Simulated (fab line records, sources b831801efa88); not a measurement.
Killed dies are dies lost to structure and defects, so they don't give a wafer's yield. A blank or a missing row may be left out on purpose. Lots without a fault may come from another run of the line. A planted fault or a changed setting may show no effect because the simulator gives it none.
fab line records | flow gf180mcu
record lots=5 wafers=15 last_day=33
route steps=602 shown M2@364 V2@382
lots that met no fault: from a run of the same line without faults
start_h: hours from the record's first day to the start of the lot's first wafer shown | wait_h: hours since the lot's step before | " the same as in the row above | L1.1+2: a row that stands for several wafers | - no value, or no start given | * or withheld: withheld | < > ~ a bound
route shown NAME@n: a module of which the file shows steps, and the number in the route of the first | usual: mean/standard deviation of fault-free wafers | same: alike in all rows | chamber/n: place in a boat | sites: the reading at each site | _std_site: their standard deviation | _edge_site: outer sites' mean less inner sites' | radius_mm: how far each site lies from the wafer's centre | mask NAME#n: copy n | behind: the tool/chamber that last shaped the wafer | hold: why the lot was held/for how many hours/how that ended | device: the transistor (n, p or np) that didn't switch | end of line: the same wafers' tests at the end of the route | a step without rows: its recipe alone | killed: dies lost to structure and defects at the first sort, not the wafer's yield | map: a wafer's dies, x killed, . not, _ none there
set.NAME: the setting as run; set.NAME@STEP: as run at that earlier step | model.NAME: the simulator's own value behind a step, which no gauge read
lots at some steps of the route; a table a step, a row a wafer
services: from which hour (start_h, from the record's first day; less than 0 if before it) a tool's chamber was out of use, for how many hours, and why
## steps
# step GF_M2_SPUTTER_02
# recipe material=AlCu target_thk_nm=450 power_w=10600 time_s=23.9 chamber_pressure_pa=0.4
# usual throttle_valve_pct=29.3/1.1
# columns lot.wafer tool chamber start_h wait_h throttle_valve_pct
L079.3 pvd_sputter-02 - 474.14 0.0 28.6
L079.4 " - " " 30.1
L079.6 " - " " 29.9
L082.1 pvd_sputter-01 - 499.01 0.0 28.8
L082.2 " - " " 27.2
L082.6 " - " " 30.3
L086.2 pvd_sputter-04 - 523.33 0.0 30.9
L086.3 " - " " 29.3
L086.5 " - " " 29.5
L092.1 pvd_sputter-04 - 570.08 0.0 30.8
L092.2 " - " " 28.9
L092.5 " - " " 28.9
L093.2 pvd_sputter-04 - 578.71 0.0 29.2
L093.5 " - " " 29.0
L093.6 " - " " 31.1
# step GF_M2_SPUTTER_03
# recipe material=Ti target_thk_nm=10 substrate_temp_c=300 chamber_pressure_pa=0.3 power_w=3000 time_s=6.7
# usual throttle_valve_pct=29.3/1.1
# columns lot.wafer tool chamber start_h wait_h throttle_valve_pct
L079.3 pvd_sputter-02 - 474.17 0.0 28.9
L079.4 " - " " 30.0
L079.6 " - " " 30.2
L082.1 pvd_sputter-01 - 499.04 0.0 28.5
L082.2 " - " " 27.3
L082.6 " - " " 30.0
L086.2 pvd_sputter-04 - 523.36 0.0 31.1
L086.3 " - " " 28.8
L086.5 " - " " 29.0
L092.1 pvd_sputter-04 - 570.11 0.0 31.0
L092.2 " - " " 29.0
L092.5 " - " " 28.7
L093.2 pvd_sputter-04 - 578.74 0.0 28.9
L093.5 " - " " 29.3
L093.6 " - " " 30.7
# step GF_M2_SPUTTER_04
# recipe material=TiN target_thk_nm=50 power_w=6500 time_s=41.7 chamber_pressure_pa=0.4
# usual throttle_valve_pct=29.3/1.1
# columns lot.wafer tool chamber start_h wait_h throttle_valve_pct
L079.3 pvd_sputter-02 - 474.19 0.0 28.5
L079.4 " - " " 30.0
L079.6 " - " " 29.8
L082.1 pvd_sputter-01 - 499.06 0.0 28.6
L082.2 " - " " 27.4
L082.6 " - " " 29.9
L086.2 pvd_sputter-04 - 523.38 0.0 31.0
L086.3 " - " " 29.0
L086.5 " - " " 29.2
L092.1 pvd_sputter-04 - 570.13 0.0 30.8
L092.2 " - " " 29.0
L092.5 " - " " 28.9
L093.2 pvd_sputter-04 - 578.76 0.0 29.3
L093.5 " - " " 29.3
L093.6 " - " " 30.9
# step GF_M2_RS_MEAS_05
# recipe thk_meas_gauge=four-point-probe reads=TiN_of_M2_SPUTTER_04+Ti_of_M2_SPUTTER_03+AlCu_of_M2_SPUTTER_02+TiN_of_M2_SPUTTER_01+Ti_of_M2_SPUTTER_00
# usual M2_ALCU_RS=0.0698/0.00073
# columns lot.wafer tool chamber start_h wait_h M2_ALCU_RS[ohm/sq]
L079.3 film_metro-03 - 474.27 0.1 0.0698
L079.4 " - " " 0.0696
L079.6 " - " " 0.0694
L082.1 film_metro-01 - 499.10 0.0 0.0700
L082.2 " - " " 0.0699
L082.6 " - " " 0.0697
L086.2 film_metro-03 - 523.44 0.0 0.0706
L086.3 " - " " 0.0702
L086.5 " - " " 0.0705
L092.1 film_metro-04 - 570.17 0.0 0.0701
L092.2 " - " " 0.0698
L092.5 " - " " 0.0696
L093.2 film_metro-03 - 578.82 0.0 0.0696
L093.5 " - " " 0.0698
L093.6 " - " " 0.0696
# step GF_M2_THK_MEAS_06
# recipe thk_meas_gauge=xrf reads=AlCu_of_M2_SPUTTER_02
# usual M2_ALCU_THK=443/4.9
# columns lot.wafer tool chamber start_h wait_h M2_ALCU_THK[nm]
L079.3 film_metro-03 - 474.37 0.1 446
L079.4 " - " " 448
L079.6 " - " " 448
L082.1 film_metro-01 - 499.22 0.1 438
L082.2 " - " " 439
L082.6 " - " " 443
L086.2 film_metro-03 - 523.55 0.1 439
L086.3 " - " " 442
L086.5 " - " " 442
L092.1 film_metro-04 - 570.29 0.1 441
L092.2 " - " " 441
L092.5 " - " " 445
L093.2 film_metro-03 - 578.93 0.1 446
L093.5 " - " " 447
L093.6 " - " " 444
# step GF_M2_DEHYDRATE_07
# recipe temp_c=200 time_s=60
# usual chill_plate_temp_C=22.99/0.099
# columns lot.wafer tool chamber start_h wait_h chill_plate_temp_C
L079.3 litho_track-04 0 485.92 11.5 23.09
L079.4 " 0 " " 22.95
L079.6 " 0 " " 23.10
L082.1 litho_track-03 0 510.32 11.1 22.98
L082.2 " 0 " " 22.93
L082.6 " 0 " " 23.06
L086.2 litho_track-02 0 534.11 10.5 23.04
L086.3 " 0 " " 23.11
L086.5 " 0 " " 22.92
L092.1 litho_track-04 0 580.17 9.9 23.03
L092.2 " 0 " " 23.00
L092.5 " 0 " " 22.80
L093.2 litho_track-04 0 588.74 9.8 22.85
L093.5 " 0 " " 22.97
L093.6 " 0 " " 22.81
# step GF_M2_HMDS_08
# recipe prime_time_s=60 prime_temp_c=120
# usual chill_plate_temp_C=22.98/0.1
# columns lot.wafer tool chamber start_h wait_h chill_plate_temp_C
L079.3 litho_track-04 0 486.07 0.1 22.82
L079.4 " 0 " " 22.91
L079.6 " 0 " " 22.97
L082.1 litho_track-03 0 510.47 0.1 23.04
L082.2 " 0 " " 23.03
L082.6 " 0 " " 23.04
L086.2 litho_track-02 0 534.26 0.1 22.86
L086.3 " 0 " " 22.89
L086.5 " 0 " " 22.91
L092.1 litho_track-04 0 580.32 0.1 22.75
L092.2 " 0 " " 23.01
L092.5 " 0 " " 23.02
L093.2 litho_track-04 0 588.89 0.1 23.08
L093.5 " 0 " " 23.18
L093.6 " 0 " " 22.98
# step GF_M2_COAT_09
# recipe resist=KrF spin_rpm=withheld resist_thk_nm=1000
# usual chill_plate_temp_C=23.03/0.1
# columns lot.wafer tool chamber start_h wait_h chill_plate_temp_C
L079.3 litho_track-04 0 486.22 0.1 23.01
L079.4 " 0 " " 23.08
L079.6 " 0 " " 23.05
L082.1 litho_track-03 0 510.62 0.1 23.15
L082.2 " 0 " " 23.02
L082.6 " 0 " " 23.21
L086.2 litho_track-02 0 534.41 0.1 22.76
L086.3 " 0 " " 22.76
L086.5 " 0 " " 22.83
L092.1 litho_track-04 0 580.47 0.1 23.02
L092.2 " 0 " " 23.06
L092.5 " 0 " " 23.07
L093.2 litho_track-04 0 589.04 0.1 23.09
L093.5 " 0 " " 23.14
L093.6 " 0 " " 23.16
# step GF_M2_SOFTBAKE_10
# recipe temp_c=129.1 time_s=60 resist=KrF
# usual chill_plate_temp_C=23.00/0.096
# columns lot.wafer tool chamber start_h wait_h chill_plate_temp_C
L079.3 litho_track-04 0 486.37 0.1 23.01
L079.4 " 0 " " 23.10
L079.6 " 0 " " 23.00
L082.1 litho_track-03 0 510.77 0.1 23.11
L082.2 " 0 " " 22.94
L082.6 " 0 " " 23.22
L086.2 litho_track-02 0 534.56 0.1 23.08
L086.3 " 0 " " 23.09
L086.5 " 0 " " 23.08
L092.1 litho_track-04 0 580.62 0.1 22.88
L092.2 " 0 " " 22.84
L092.5 " 0 " " 22.89
L093.2 litho_track-04 0 589.19 0.1 22.91
L093.5 " 0 " " 23.04
L093.6 " 0 " " 23.07
# step GF_M2_EXPOSE_11
# recipe mask_id=Metal2 target_cd_nm=280 na=0.68 source_shape=conventional sigma_outer=0.6 dose_mj=28
# same na=0.68
# columns lot.wafer tool chamber start_h wait_h mask
L079.3+4+6 krf_scanner-02 0 - - Metal2#0
L082.1+2+6 krf_scanner-02 0 - - Metal2#0
L086.2+3+5 krf_scanner-01 0 - - Metal2#0
L092.1+2+5 krf_scanner-02 0 - - Metal2#0
L093.2+5+6 krf_scanner-02 0 - - Metal2#0
# step GF_M2_PEB_12
# recipe peb_temp_c=135 peb_time_s=90 resist=KrF
# usual chill_plate_temp_C=22.99/0.1
# columns lot.wafer tool chamber start_h wait_h chill_plate_temp_C
L079.3 litho_track-02 0 - - 22.97
L079.4 " 0 " " 23.06
L079.6 " 0 " " 22.74
L082.1 litho_track-03 0 - - 23.02
L082.2 " 0 " " 22.86
L082.6 " 0 " " 22.84
L086.2 litho_track-02 0 - - 23.07
L086.3 " 0 " " 23.00
L086.5 " 0 " " 23.01
L092.1 litho_track-04 0 - - 23.03
L092.2 " 0 " " 23.07
L092.5 " 0 " " 22.85
L093.2 litho_track-03 0 - - 22.93
L093.5 " 0 " " 22.84
L093.6 " 0 " " 22.98
# step GF_M2_DEVELOP_13
# recipe develop_time_s=60 dev_temp_c=21
# usual chill_plate_temp_C=23.00/0.11
# columns lot.wafer tool chamber start_h wait_h chill_plate_temp_C
L079.3 litho_track-02 0 498.33 0.1 23.03
L079.4 " 0 " " 22.94
L079.6 " 0 " " 23.02
L082.1 litho_track-03 0 522.47 0.2 22.97
L082.2 " 0 " " 22.89
L082.6 " 0 " " 22.84
L086.2 litho_track-02 0 546.06 0.2 23.03
L086.3 " 0 " " 22.93
L086.5 " 0 " " 23.05
L092.1 litho_track-04 0 591.02 0.2 23.05
L092.2 " 0 " " 22.88
L092.5 " 0 " " 23.03
L093.2 litho_track-03 0 599.00 0.2 22.94
L093.5 " 0 " " 23.00
L093.6 " 0 " " 22.84
# step GF_M2_CD_MEAS_14
# recipe target_cd_nm=280
# usual cd_nm=279.7/1.2
# columns lot.wafer tool chamber start_h wait_h cd_nm
L079.3 cd_sem-02 - 498.53 0.2 278.5
L079.4 " - " " 277.4
L079.6 " - " " 277.7
L082.1 cd_sem-01 - 522.62 0.1 281.6
L082.2 " - " " 280.7
L082.6 " - " " 280.1
L086.2 cd_sem-01 - 546.20 0.1 279.0
L086.3 " - " " 280.6
L086.5 " - " " 280.2
L092.1 cd_sem-01 - 591.17 0.1 278.5
L092.2 " - " " 279.4
L092.5 " - " " 277.5
L093.2 cd_sem-02 - 599.14 0.1 279.6
L093.5 " - " " 280.1
L093.6 " - " " 280.1
# step GF_M2_OVL_MEAS_15
# usual M2_OVL=0/4.7
# columns lot.wafer tool chamber start_h wait_h M2_OVL[nm]
L079.3 overlay-01 - 498.63 0.1 -2
L079.4 " - " " 2
L079.6 " - " " 3
L082.1 overlay-01 - 522.74 0.1 -5
L082.2 " - " " -4
L082.6 " - " " -9
L086.2 overlay-02 - 546.31 0.1 -6
L086.3 " - " " -2
L086.5 " - " " 0
L092.1 overlay-01 - 591.29 0.1 -1
L092.2 " - " " 3
L092.5 " - " " 6
L093.2 overlay-02 - 599.25 0.1 2
L093.5 " - " " 4
L093.6 " - " " 2
# step GF_M2_METAL_ETCH_16
# recipe chemistry=Cl2/BCl3 mask_material=KrF target_depth_nm=750.8 stop_on=SiO2 pressure_mtorr=8 icp_w=800 bias_w=140 Cl2_flow_sccm=80 bcl3_flow_sccm=40 time_s=125.1
# usual drypump_motor_current_A=5.8/0.39 oes_product_au=0.988/0.0053 throttle_valve_pct=28.232/0.011
# columns lot.wafer tool chamber start_h wait_h drypump_motor_current_A oes_product_au rf_hours_counter_h throttle_valve_pct
L079.3 rie_metal-02 0 498.69 0.1 5.6 0.990 - 28.226
L079.4 " 1 " " 5.4 0.991 - 28.215
L079.6 " 0 " " 5.6 0.996 - 28.234
L082.1 rie_metal-01 1 522.78 0.0 6.4 0.988 2 28.224
L082.2 " 0 " " 5.8 0.994 8 28.220
L082.6 " 1 " " 6.4 0.989 - 28.236
L086.2 rie_metal-01 0 546.34 0.0 5.8 0.983 9 28.252
L086.3 " 1 " " 6.4 0.987 - 28.236
L086.5 " 1 " " 6.4 0.984 - 28.237
L092.1 rie_metal-02 1 591.32 0.0 5.4 0.988 11 28.243
L092.2 " 0 " " 5.7 0.990 2 28.240
L092.5 " 1 " " 5.4 0.983 - 28.220
L093.2 rie_metal-01 1 599.28 0.0 6.5 0.986 5 28.224
L093.5 " 1 " " 6.4 0.988 - 28.240
L093.6 " 0 " " 5.8 0.979 - 28.239
# step GF_M2_STRIP_17
# recipe chemistry=O2/N2 power_w=1400 pressure_mtorr=1500 platen_temp_c=250 o2_flow_sccm=3000 n2_flow_sccm=300 overash_fraction=0.5
# usual drypump_motor_current_A=5.8/0.41 heater_power_w=347/22 n2_flow_sccm=300.0/0.82 oes_product_au=0.538/0.0053 strip_time_to_endpoint_s=7.41/0.044
# columns lot.wafer tool chamber start_h wait_h drypump_motor_current_A heater_power_w n2_flow_sccm oes_product_au rf_hours_counter_h strip_time_to_endpoint_s
L079.3 plasma_asher-03 0 498.81 0.1 5.8 340 299.6 0.534 - 7.37
L079.4 " 1 " " 6.5 328 300.6 0.532 - 7.36
L079.6 " 0 " " 5.8 338 300.4 0.532 - 7.40
L082.1 plasma_asher-03 1 522.91 0.1 6.5 328 298.1 0.533 76 7.37
L082.2 " 0 " " 5.7 335 300.6 0.535 76 7.37
L082.6 " 0 " " 5.7 339 301.5 0.541 - 7.34
L086.2 plasma_asher-02 1 546.47 0.1 5.4 382 299.8 0.548 11 7.51
L086.3 " 0 " " 6.1 337 299.4 0.541 - 7.45
L086.5 " 0 " " 6.1 334 298.7 0.542 - 7.44
L092.1 plasma_asher-04 1 591.45 0.1 5.3 322 299.6 0.545 48 7.39
L092.2 " 0 " " 6.1 358 300.4 0.544 48 7.41
L092.5 " 0 " " 6.1 361 298.9 0.531 - 7.43
L093.2 plasma_asher-02 0 599.41 0.1 6.1 326 299.3 0.533 17 7.42
L093.5 " 0 " " 6.1 330 301.3 0.539 - 7.43
L093.6 " 1 " " 5.4 375 299.6 0.534 - 7.47
# step GF_M2_STRIP_18
# recipe chemistry=post_etch_residue_remover time_s=1200 temp_c=72.5
# columns lot.wafer tool chamber start_h wait_h
L079.3+4+6 wet_bench-04 0 498.88 0.0
L082.1+2+6 wet_bench-01 0 523.01 0.1
L086.2+3+5 wet_bench-03 2 546.57 0.1
L092.1+2+5 wet_bench-01 3 591.55 0.1
L093.2+5+6 wet_bench-03 1 599.51 0.1
# step GF_M2_CLEAN_19
# recipe chemistry=DIW dry=n2_spin
# columns lot.wafer tool chamber start_h wait_h
L079.3+4+6 wet_bench-01 2 499.22 0.0
L082.1+2+6 wet_bench-03 1 523.35 0.0
L086.2+3+5 wet_bench-01 3 546.91 0.0
L092.1+2+5 wet_bench-01 2 591.89 0.0
L093.2+5+6 wet_bench-01 2 599.85 0.0
# step GF_V2_CVD_00
# recipe material=SiO2 target_thk_nm=600 sigma_open_frac=0.3 temp_c=400 time_s=100 sih4_flow_sccm=60 pressure_mtorr=6
# columns lot.wafer tool chamber start_h wait_h
L079.3+4+6 hdpcvd-02 1,0,2 499.31 0.0
L082.1+2+6 hdpcvd-02 0,2,2 523.44 0.0
L086.2+3+5 hdpcvd-01 1,2,2 547.00 0.0
L092.1+2+5 hdpcvd-01 0,1,1 591.99 0.0
L093.2+5+6 hdpcvd-01 1,1,0 599.94 0.0
# step GF_V2_THK_MEAS_01
# recipe reads=SiO2_of_V2_CVD_00
# usual V2_CVD_00_THK=599/5.8
# columns lot.wafer tool chamber start_h wait_h V2_CVD_00_THK[nm]
L079.3 film_metro-01 - 499.41 0.1 599
L079.4 " - " " 596
L079.6 " - " " 593
L082.1 film_metro-01 - 523.51 0.0 606
L082.2 " - " " 602
L082.6 " - " " 607
L086.2 film_metro-02 - 547.08 0.0 597
L086.3 " - " " 600
L086.5 " - " " 603
L092.1 film_metro-01 - 592.06 0.0 591
L092.2 " - " " 599
L092.5 " - " " 596
L093.2 film_metro-04 - 600.02 0.0 598
L093.5 " - " " 596
L093.6 " - " " 599
# step GF_V2_CVD_02
# recipe material=SiO2 target_thk_nm=850 precursor=TEOS temp_c=400 time_s=94.851 rf_w=600
# usual heater_power_w=643/110
# columns lot.wafer tool chamber start_h wait_h heater_power_w
L079.3 pecvd-01 1 499.45 0.0 532
L079.4 " 2 " " 582
L079.6 " 0 " " 638
L082.1 pecvd-02 2 523.57 0.1 599
L082.2 " 1 " " 698
L082.6 " 1 " " 732
L086.2 pecvd-01 0 547.13 0.0 571
L086.3 " 0 " " 622
L086.5 " 0 " " 649
L092.1 pecvd-01 0 592.12 0.1 662
L092.2 " 2 " " 675
L092.5 " 1 " " 433
L093.2 pecvd-04 2 600.07 0.0 931
L093.5 " 1 " " 624
L093.6 " 2 " " 766
# step GF_V2_THK_MEAS_03
# recipe reads=SiO2_of_V2_CVD_02
# usual V2_CVD_02_THK=854/12
# columns lot.wafer tool chamber start_h wait_h V2_CVD_02_THK[nm]
L079.3 film_metro-04 - 499.53 0.1 849
L079.4 " - " " 867
L079.6 " - " " 862
L082.1 film_metro-04 - 523.64 0.0 849
L082.2 " - " " 843
L082.6 " - " " 861
L086.2 film_metro-02 - 547.25 0.1 851
L086.3 " - " " 871
L086.5 " - " " 858
L092.1 film_metro-02 - 592.19 0.0 850
L092.2 " - " " 845
L092.5 " - " " 868
L093.2 film_metro-04 - 600.15 0.0 848
L093.5 " - " " 868
L093.6 " - " " 869
# step GF_V2_CMP_04
# recipe material=SiO2 down_force_psi=4 platen_rpm=60 pad_velocity_m_s=0.94248
# usual motor_current_A=12.3/1 slurry_flow_ml_min=150.0/0.46 time_to_endpoint_s=81/5.2
# columns lot.wafer tool chamber start_h wait_h motor_current_A slurry_flow_ml_min time_to_endpoint_s
L079.3 cmp-01 2 499.57 0.0 12.0 150.0 77
L079.4 " 1 " " 12.5 149.3 80
L079.6 " 3 " " 13.3 150.6 83
L082.2 cmp-01 2 523.75 0.1 11.7 149.4 73
L082.1 " 0 " " 11.4 149.4 76
L082.6 " 2 " " 11.6 150.1 80
L086.2 cmp-02 1 547.30 0.0 12.8 150.1 84
L086.3 " 0 " " 11.1 150.3 86
L086.5 " 1 " " 13.0 150.2 85
L092.1 cmp-02 3 592.30 0.1 11.7 149.2 83
L092.2 " 0 " " 11.6 150.8 76
L092.5 " 3 " " 11.2 149.7 87
L093.2 cmp-01 2 600.35 0.2 11.8 150.2 79
L093.6 " 3 " " 13.0 150.3 87
L093.5 " 0 " " 11.0 150.2 90
# step GF_V2_BOW_MEAS_05
# recipe mode=bow
# usual V2_BOW=99/7.5
# columns lot.wafer tool chamber start_h wait_h V2_BOW[um]
L079.3 film_metro-01 - 499.91 0.3 116
L079.4 " - " " 109
L079.6 " - " " 108
L082.1 film_metro-04 - 524.00 0.1 103
L082.2 " - " " 95
L082.6 " - " " 104
L086.2 film_metro-04 - 547.62 0.3 99
L086.3 " - " " 97
L086.5 " - " " 96
L092.1 film_metro-04 - 592.55 0.2 98
L092.2 " - " " 104
L092.5 " - " " 115
L093.2 film_metro-02 - 600.52 0.1 91
L093.5 " - " " 95
L093.6 " - " " 93
# step GF_V2_DEHYDRATE_06
# recipe temp_c=200 time_s=60
# usual chill_plate_temp_C=23.00/0.11
# columns lot.wafer tool chamber start_h wait_h chill_plate_temp_C
L079.3 litho_track-01 0 511.14 11.2 23.18
L079.4 " 0 " " 23.31
L079.6 " 0 " " 23.12
L082.1 litho_track-01 0 534.79 10.8 22.96
L082.2 " 0 " " 22.99
L082.6 " 0 " " 22.92
L086.2 litho_track-03 0 557.60 10.0 22.89
L086.3 " 0 " " 22.94
L086.5 " 0 " " 23.07
L092.1 litho_track-04 0 602.32 9.7 23.06
L092.2 " 0 " " 23.03
L092.5 " 0 " " 23.08
L093.2 litho_track-01 0 610.51 10.0 23.05
L093.5 " 0 " " 22.98
L093.6 " 0 " " 23.01
# step GF_V2_HMDS_07
# recipe prime_time_s=60 prime_temp_c=120
# usual chill_plate_temp_C=23.02/0.11
# columns lot.wafer tool chamber start_h wait_h chill_plate_temp_C
L079.3 litho_track-01 0 511.29 0.1 22.96
L079.4 " 0 " " 23.11
L079.6 " 0 " " 23.04
L082.1 litho_track-01 0 534.94 0.1 23.08
L082.2 " 0 " " 23.04
L082.6 " 0 " " 23.04
L086.2 litho_track-03 0 557.75 0.1 23.16
L086.3 " 0 " " 23.30
L086.5 " 0 " " 23.15
L092.1 litho_track-04 0 602.47 0.1 23.13
L092.2 " 0 " " 23.19
L092.5 " 0 " " 23.31
L093.2 litho_track-01 0 610.66 0.1 22.90
L093.5 " 0 " " 22.93
L093.6 " 0 " " 22.96
# step GF_V2_COAT_08
# recipe resist=BARC temp_c=withheld time_s=withheld spin_rpm=withheld resist_thk_nm=withheld
# usual chill_plate_temp_C=*
# columns lot.wafer tool chamber start_h wait_h chill_plate_temp_C
L079.3 litho_track-01 0 511.44 0.1 *
L079.4 " 0 " " *
L079.6 " 0 " " *
L082.1 litho_track-01 0 535.09 0.1 *
L082.2 " 0 " " *
L082.6 " 0 " " *
L086.2 litho_track-03 0 557.90 0.1 *
L086.3 " 0 " " *
L086.5 " 0 " " *
L092.1 litho_track-04 0 602.62 0.1 *
L092.2 " 0 " " *
L092.5 " 0 " " *
L093.2 litho_track-01 0 610.81 0.1 *
L093.5 " 0 " " *
L093.6 " 0 " " *
# step GF_V2_COAT_09
# recipe resist=KrF spin_rpm=withheld resist_thk_nm=1000
# usual chill_plate_temp_C=23.00/0.1
# columns lot.wafer tool chamber start_h wait_h chill_plate_temp_C
L079.3 litho_track-01 0 - - 22.94
L079.4 " 0 " " 22.90
L079.6 " 0 " " 22.85
L082.1 litho_track-01 0 - - 23.08
L082.2 " 0 " " 22.92
L082.6 " 0 " " 22.99
L086.2 litho_track-03 0 - - 22.86
L086.3 " 0 " " 22.91
L086.5 " 0 " " 22.90
L092.1 litho_track-04 0 - - 22.98
L092.2 " 0 " " 23.05
L092.5 " 0 " " 22.97
L093.2 litho_track-01 0 - - 22.93
L093.5 " 0 " " 22.97
L093.6 " 0 " " 23.10
# step GF_V2_SOFTBAKE_10
# recipe temp_c=130 time_s=60 resist=KrF
# usual chill_plate_temp_C=22.99/0.11
# columns lot.wafer tool chamber start_h wait_h chill_plate_temp_C
L079.3 litho_track-01 0 - - 23.08
L079.4 " 0 " " 23.29
L079.6 " 0 " " 23.11
L082.1 litho_track-01 0 - - 23.25
L082.2 " 0 " " 22.98
L082.6 " 0 " " 23.16
L086.2 litho_track-03 0 - - 22.83
L086.3 " 0 " " 23.01
L086.5 " 0 " " 22.92
L092.1 litho_track-04 0 - - 23.10
L092.2 " 0 " " 23.13
L092.5 " 0 " " 23.13
L093.2 litho_track-01 0 - - 23.17
L093.5 " 0 " " 23.01
L093.6 " 0 " " 23.01
# step GF_V2_EXPOSE_11
# recipe mask_id=Via2 target_cd_nm=260 na=0.68 source_shape=conventional sigma_outer=0.6 dose_mj=38
# same na=0.68
# columns lot.wafer tool chamber start_h wait_h mask
L079.3+4+6 krf_scanner-01 0 - - Via2#0
L082.1+2+6 krf_scanner-02 0 - - Via2#0
L086.2+3+5 krf_scanner-02 0 - - Via2#0
L092.1+2+5 krf_scanner-01 0 - - Via2#0
L093.2+5+6 krf_scanner-01 0 - - Via2#0
# step GF_V2_PEB_12
# recipe peb_temp_c=135.8 peb_time_s=90 resist=KrF
# usual chill_plate_temp_C=22.98/0.12
# columns lot.wafer tool chamber start_h wait_h chill_plate_temp_C
L079.3 litho_track-03 0 - - 23.01
L079.4 " 0 " " 22.82
L079.6 " 0 " " 22.73
L082.1 litho_track-04 0 - - 22.97
L082.2 " 0 " " 23.13
L082.6 " 0 " " 22.95
L086.2 litho_track-03 0 - - 22.98
L086.3 " 0 " " 22.77
L086.5 " 0 " " 22.82
L092.1 litho_track-01 0 - - 23.13
L092.2 " 0 " " 23.19
L092.5 " 0 " " 22.97
L093.2 litho_track-01 0 - - 22.98
L093.5 " 0 " " 23.00
L093.6 " 0 " " 22.85
# step GF_V2_DEVELOP_13
# recipe develop_time_s=60 resist=KrF dev_temp_c=21
# usual chill_plate_temp_C=22.99/0.11
# columns lot.wafer tool chamber start_h wait_h chill_plate_temp_C
L079.3 litho_track-03 0 523.52 0.1 22.92
L079.4 " 0 " " 23.02
L079.6 " 0 " " 22.89
L082.1 litho_track-04 0 546.42 0.2 23.16
L082.2 " 0 " " 22.94
L082.6 " 0 " " 22.99
L086.2 litho_track-03 0 569.25 0.2 22.81
L086.3 " 0 " " 22.97
L086.5 " 0 " " 22.88
L092.1 litho_track-01 0 613.54 0.2 23.00
L092.2 " 0 " " 22.91
L092.5 " 0 " " 23.00
L093.2 litho_track-01 0 621.61 0.2 23.02
L093.5 " 0 " " 23.00
L093.6 " 0 " " 23.07
# step GF_V2_CD_MEAS_14
# recipe target_cd_nm=260
# usual cd_nm=260.4/1.2
# columns lot.wafer tool chamber start_h wait_h cd_nm
L079.3 cd_sem-01 - 523.66 0.1 263.2
L079.4 " - " " 261.9
L079.6 " - " " 262.2
L082.1 cd_sem-01 - 546.57 0.1 258.9
L082.2 " - " " 260.0
L082.6 " - " " 258.8
L086.2 cd_sem-02 - 569.39 0.1 259.6
L086.3 " - " " 259.6
L086.5 " - " " 259.9
L092.1 cd_sem-02 - 613.69 0.1 261.5
L092.2 " - " " 261.8
L092.5 " - " " 261.1
L093.2 cd_sem-01 - 621.76 0.1 260.3
L093.5 " - " " 260.4
L093.6 " - " " 260.4
# step GF_V2_OVL_MEAS_15
# usual V2_OVL=-3/5.9
# columns lot.wafer tool chamber start_h wait_h V2_OVL[nm]
L079.3 overlay-01 - 523.76 0.1 -4
L079.4 " - " " -4
L079.6 " - " " -9
L082.1 overlay-01 - 546.69 0.1 1
L082.2 " - " " -2
L082.6 " - " " -1
L086.2 overlay-02 - 569.50 0.1 -3
L086.3 " - " " 1
L086.5 " - " " -1
L092.1 overlay-01 - 613.81 0.1 -4
L092.2 " - " " 0
L092.5 " - " " 0
L093.2 overlay-02 - 621.86 0.1 -9
L093.5 " - " " -8
L093.6 " - " " -5
# step GF_V2_ETCH_16
# recipe chemistry=N2/H2 target_depth_a=withheld overetch_a=withheld time_s=withheld target=BARC ion_energy_ev=200 source_w=500 bias_w=100 pressure_mtorr=30 n2_flow_sccm=100 h2_flow_sccm=200
# usual drypump_motor_current_A=5.5/0.51 n2_flow_sccm=99.99/0.28 oes_product_au=0.854/0.0046 throttle_valve_pct=13.225/0.0091
# columns lot.wafer tool chamber start_h wait_h drypump_motor_current_A n2_flow_sccm oes_product_au throttle_valve_pct
L079.3 rie_diel-04 2 523.78 0.0 4.9 99.77 0.850 13.213
L079.4 " 0 " " 6.3 100.28 0.855 13.232
L079.6 " 2 " " 4.9 100.10 0.860 13.223
L082.1 rie_diel-01 3 546.72 0.0 6.0 100.28 0.860 13.210
L082.2 " 0 " " 5.1 100.11 0.851 13.222
L082.6 " 1 " " 5.9 99.73 0.855 13.231
L086.2 rie_diel-02 3 569.53 0.0 4.9 100.05 0.853 13.224
L086.3 " 0 " " 5.1 99.70 0.857 13.212
L086.5 " 1 " " 6.1 99.64 0.864 13.216
L092.1 rie_diel-02 2 613.84 0.0 5.0 100.29 0.851 13.225
L092.2 " 0 " " 5.1 100.26 0.846 13.228
L092.5 " 3 " " 4.9 100.14 0.857 13.221
L093.2 rie_diel-02 0 621.89 0.0 5.1 99.84 0.855 13.233
L093.5 " 3 " " 4.9 99.88 0.851 13.215
L093.6 " 0 " " 5.1 99.66 0.858 13.232
# step GF_V2_ETCH_17
# recipe chemistry=C4F8/O2/Ar mask_material=KrF target=SiO2 stop_on=TiN source_w=1441 bias_w=1200 pressure_mtorr=40 c4f8_flow_sccm=withheld O2_flow_sccm=6 Ar_flow_sccm=300 time_s=withheld target_depth_a=6300
# usual oes_product_au=0.856/0.0048
# columns lot.wafer tool chamber start_h wait_h oes_product_au
L079.3 rie_diel-04 2 - - 0.858
L079.4 " 0 " " 0.857
L079.6 " 2 " " 0.854
L082.1 rie_diel-01 3 - - 0.851
L082.2 " 0 " " 0.857
L082.6 " 1 " " 0.859
L086.2 rie_diel-02 3 - - 0.857
L086.3 " 0 " " 0.853
L086.5 " 1 " " 0.851
L092.1 rie_diel-02 2 - - 0.852
L092.2 " 0 " " 0.861
L092.5 " 3 " " 0.860
L093.2 rie_diel-02 0 - - 0.851
L093.5 " 3 " " 0.862
L093.6 " 0 " " 0.857
## services
# columns tool chamber start_h hours kind
pecvd-01 1 451.17 28.9 repair
krf_scanner-01 - 451.96 1.3 pm
krf_scanner-01 - 458.81 3.6 pm
pecvd-01 - 460.07 1.6 repair
krf_scanner-02 - 463.07 0.8 pm
krf_scanner-02 - 465.10 0.8 repair
hdpcvd-02 - 465.80 0.3 repair
pvd_sputter-04 - 465.94 2.8 repair
cmp-02 - 469.55 4.3 pm
krf_scanner-01 - 492.45 0.8 pm
hdpcvd-01 0 506.78 3.7 repair
hdpcvd-01 1 515.25 9.0 repair
krf_scanner-01 - 515.39 4.0 pm
cmp-01 - 516.79 1.0 repair
krf_scanner-02 - 519.47 1.0 pm
krf_scanner-01 - 526.82 0.1 repair
krf_scanner-01 - 536.12 1.0 pm
rie_diel-02 - 541.23 0.5 repair
pecvd-01 2 547.00 10.8 repair
pecvd-01 - 578.14 1.7 repair
pvd_sputter-04 - 600.72 6.3 repair
krf_scanner-02 - 603.86 1.3 pm
rie_metal-01 1 619.58 1.0 repair
rie_diel-02 2 620.72 4.5 repair
## key
fault none
